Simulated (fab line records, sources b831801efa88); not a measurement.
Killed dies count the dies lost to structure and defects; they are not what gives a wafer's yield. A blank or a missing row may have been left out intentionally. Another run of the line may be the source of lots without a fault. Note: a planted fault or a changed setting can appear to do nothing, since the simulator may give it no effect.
What tool caused it?	flow gf180mcu	Sampling: 15 lots, 45 wafers, 2 of 602 route steps

== WHAT THE GAUGES SHOWED, per wafer ==
GF_V2_THK_MEAS_01.
lot	measured	on	V2_CVD_00_THK (nm)
L820	day 19 02:08	filmMetro-04	602 612 603
L821	day 19 11:12	filmMetro-03	606 600 596
L822	day 20 01:32	filmMetro-03	593 596 592
L823	day 20 08:17	filmMetro-03	608 615 603
L824	day 20 21:16	filmMetro-03	593 598 596
L825	day 21 04:45	filmMetro-02	602 590 600
L834	day 24 11:34	filmMetro-04	599 606 596
L836	day 25 07:40	filmMetro-04	592 596 603
L837	day 25 09:23	filmMetro-04	591 587 588
L838	day 25 15:06	filmMetro-04	591 589 589
L839	day 26 01:16	filmMetro-04	588 597 599
L840	day 26 09:54	filmMetro-03	598 607 603
L841	day 26 20:46	filmMetro-04	595 597 600
L842	day 26 22:56	filmMetro-04	602 604 598
L843	day 27 01:55	filmMetro-04	597 599 605

GF_V2_OVL_MEAS_15.
lot	measured	on	V2_OVL (nm)
L820	day 20 02:57	overlay-02	4 4 3
L821	day 20 12:15	overlay-01	-1 -1 3
L822	day 21 01:53	overlay-02	-2 -3 2
L823	day 21 09:39	overlay-01	-8 -2 -4
L824	day 21 22:09	overlay-02	4 5 2
L825	day 22 05:03	overlay-02	-8 -3 2
L834	day 25 08:41	overlay-01	-2 -3 1
L836	day 26 06:19	overlay-01	-4 -5 5
L837	day 26 07:32	overlay-01	8 8 1
L838	day 26 12:59	overlay-01	0 -4 9
L839	day 26 22:40	overlay-01	0 -9 -3
L840	day 27 06:21	overlay-01	5 5 1
L841	day 27 17:16	overlay-01	-2 3 3
L842	day 27 20:05	overlay-01	2 -2 -7
L843	day 27 22:05	overlay-01	9 5 0

== WHAT TOOL EACH LOT RAN ON (gives the tool, then ch and the chambers of the sampled wafers, and finally the start) ==
Before these readings, the record contains no process step.

== WHAT THE TOOLS THEMSELVES READ (means of the sampled wafers that have a number; where no wafer has one, the mark that the record gives instead) ==
The record holds no such reading with a usual standard deviation.

== THE ANSWER, worked out from the rows above alone ==
Rule: usual is defined by the lots themselves. Put in order of their means at a reading, lots are off if they are a third of the lots or fewer, leave a main group of 4 or more, and stand apart from it by a gap of 3 or more times the standard deviation of the main group's means; of several such gaps the widest counts. If all means in a main group match to the digits the tables above print for the reading, that group is not used. Also off: a lot with no number at a reading for which 4 or more lots have one. The other lots that the step has rows for count as sound. After the gauges, taken in route order, come the tools' own readings; for these a lot's mean is taken, as printed above. At the first step where some lot is off, the reading lying furthest off is the one used; lots without a number count as furthest.
Across all readings shown, no lot is off: no conclusion can be drawn from this.

== WHAT THE SIMULATOR HAD PUT IN ==
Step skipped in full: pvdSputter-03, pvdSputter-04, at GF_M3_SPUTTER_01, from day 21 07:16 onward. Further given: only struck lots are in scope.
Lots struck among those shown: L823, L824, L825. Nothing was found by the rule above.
